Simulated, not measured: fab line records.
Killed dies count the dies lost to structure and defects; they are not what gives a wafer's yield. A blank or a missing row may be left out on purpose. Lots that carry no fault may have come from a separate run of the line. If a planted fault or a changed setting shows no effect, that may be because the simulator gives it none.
A lot that was struck, set against a sound lot	flow sky130	23 out of 708 route steps
Sound: these wafers, L786.1, L786.2, L786.4. Struck: wafer L792.2 (left out: L792.4, a lot-mate that was not struck); the cause follows at the end.
At each step with rows: each side's tool, then ch and its chambers, then its first start. Under that, the readings that differ: sound wafers	struck wafers	difference of the means	sigmas: that difference in standard deviations of wafers without a fault.
alike: a reading whose means differ by less than 2 such deviations, as well as words and numbers matching on both sides. not compared: withheld readings; readings where some wafer has no value; bounds like >300 that might hide an equal value; numbers whose values overlap and for which the record gives no deviation.
Wherever a step has rows on one side only, a row that says differs or no value, or a row with sigmas, the two part there. Numbers that don't overlap but have no deviation are shown without sigmas and don't part them. A reading missing from all wafers of one side parts the sides only when that side holds two or more wafers.

SKY_CONTACT_THK_MEAS_26: measures by xrf.
  sound on filmMetro-04 at day 35 10:29; struck on filmMetro-04 at day 36 18:50
  alike: CONTACT_W_THK
SKY_CONTACT_CMP_27: polishes, stops on SiO2, t overpolish 15 s, target thk 0 nm.
  sound on cmp-02 ch 0,1,2, day 35 10:32; struck on cmp-01 ch 3, day 36 18:55
  alike: motorCurrentA, overpolishRunS, slurryFlowMlMin, timeToEndpointS
SKY_METAL1_SPUTTER_00: material Ti, target thk 15 nm, time 10 s.
  sound on pvdSputter-04 at day 35 10:50; struck on pvdSputter-02 at day 36 19:13
reading	sound	struck	difference	sigmas
throttleValvePct (%)	29.9 30.3 29.9	32.0	+2.0	+3
  alike: chamberPressurePa
then, 2 steps without rows for these wafers: SKY_METAL1_SPUTTER_01 (material TiN, target thk 20 nm, time 16.7 s); SKY_METAL1_SPUTTER_02 (material AlCu, target thk 250 nm, time 13.3 s).
SKY_METAL1_SPUTTER_03: material Ti, target thk 5 nm, time 3.3 s.
  sound on pvdSputter-04 at day 35 10:55; struck on pvdSputter-02 at day 36 19:17
reading	sound	struck	difference	sigmas
throttleValvePct (%)	30.1 30.4 29.9	31.9	+1.8	+3
  alike: chamberPressurePa
SKY_METAL1_SPUTTER_04: material TiN, target thk 70 nm, time 58.3 s.
  sound on pvdSputter-04 at day 35 10:56; struck on pvdSputter-02 at day 36 19:19
reading	sound	struck	difference	sigmas
chamberPressurePa (Pa)	0.3986 0.4005 0.3997	0.4015	+0.0019	+2
throttleValvePct (%)	30.2 30.2 29.9	31.9	+1.8	+3
SKY_METAL1_RS_MEAS_05: a four-point-probe measurement.
  sound on filmMetro-03 at day 35 10:59; struck on filmMetro-02 at day 36 19:23
  alike: METAL1_ALCU_RS
SKY_METAL1_THK_MEAS_06: measures by xrf.
  sound on filmMetro-03 at day 35 11:06; struck on filmMetro-02 at day 36 19:29
reading	sound	struck	difference	sigmas
METAL1_ALCU_THK (nm)	247.9 248.5 247.0	252.6	+4.8	+2
then, 3 steps without rows for these wafers: SKY_METAL1_DEHYDRATE_07 (time 60 s); SKY_METAL1_HMDS_08 (prime time 60 s); SKY_METAL1_COAT_09 (resist thk 60 nm).
SKY_METAL1_COAT_10: resist thk 450 nm.
  sound on lithoTrack-01 ch 0, day 36 00:00; struck on lithoTrack-01 ch 0, day 37 08:00
reading	sound	struck	difference	sigmas
model.KrF-thick_of_METAL1_COAT_10.thkNm (nm)	449.4 451.5 449	443.7	-6.3	
  alike: chillPlateTempC
then, 4 steps without rows for these wafers: SKY_METAL1_SOFTBAKE_11 (time 90 s); SKY_METAL1_EXPOSE_12 (exposes mask MM1, target cd 140 nm); SKY_METAL1_PEB_13; SKY_METAL1_DEVELOP_14 (develop time 60 s).
SKY_METAL1_CD_MEAS_15: target cd 140 nm.
  sound on cdSem-01 at day 36 13:15; struck on cdSem-01 at day 37 21:07
  alike: cdNm
SKY_METAL1_OVL_MEAS_16:
  sound on overlay-01 at day 36 13:22; struck on overlay-02 at day 37 21:14
  alike: METAL1_OVL
then, 2 steps without rows for these wafers: SKY_METAL1_DESCUM_17 (chemistry O2, time 8 s); SKY_METAL1_ETCH_18 (etches BARC in N2/H2, stops on SiO2, time 45.9 s, target depth 60 nm).
SKY_METAL1_METAL_ETCH_19: etches the open film in Cl2/BCl3, stops on SiO2, target depth 360 nm, time 78 s.
  sound on rieMetal-03 ch 0,1, day 36 13:30; struck on rieMetal-01 ch 0, day 37 21:29
reading	sound	struck	difference	sigmas
model.KrF-thick_of_METAL1_COAT_10.thkNm (nm)	160.9 163.2 161.8	154.5	-7.5	
  alike: drypumpMotorCurrentA, oesProductAu, throttleValvePct
  not compared: rfHoursCounterH
SKY_METAL1_STRIP_20: strips in O2/N2.
  sound on plasmaAsher-01 ch 0,1, day 36 13:35; struck on plasmaAsher-02 ch 0, day 37 21:38
reading	sound	struck	difference	sigmas
drypumpMotorCurrentA (A)	5.3 6.2 6.2	4.8	-1.1	-2
stripTimeToEndpointS (s)	2.72 2.73 2.71	2.65	-0.07	-2
  alike: o2FlowSccm, oesProductAu
  not compared: rfHoursCounterH

## WHERE THEY PART
Earliest at SKY_METAL1_SPUTTER_00; latest, in this record, at SKY_METAL1_STRIP_20.

WHY: the cause the simulator had injected
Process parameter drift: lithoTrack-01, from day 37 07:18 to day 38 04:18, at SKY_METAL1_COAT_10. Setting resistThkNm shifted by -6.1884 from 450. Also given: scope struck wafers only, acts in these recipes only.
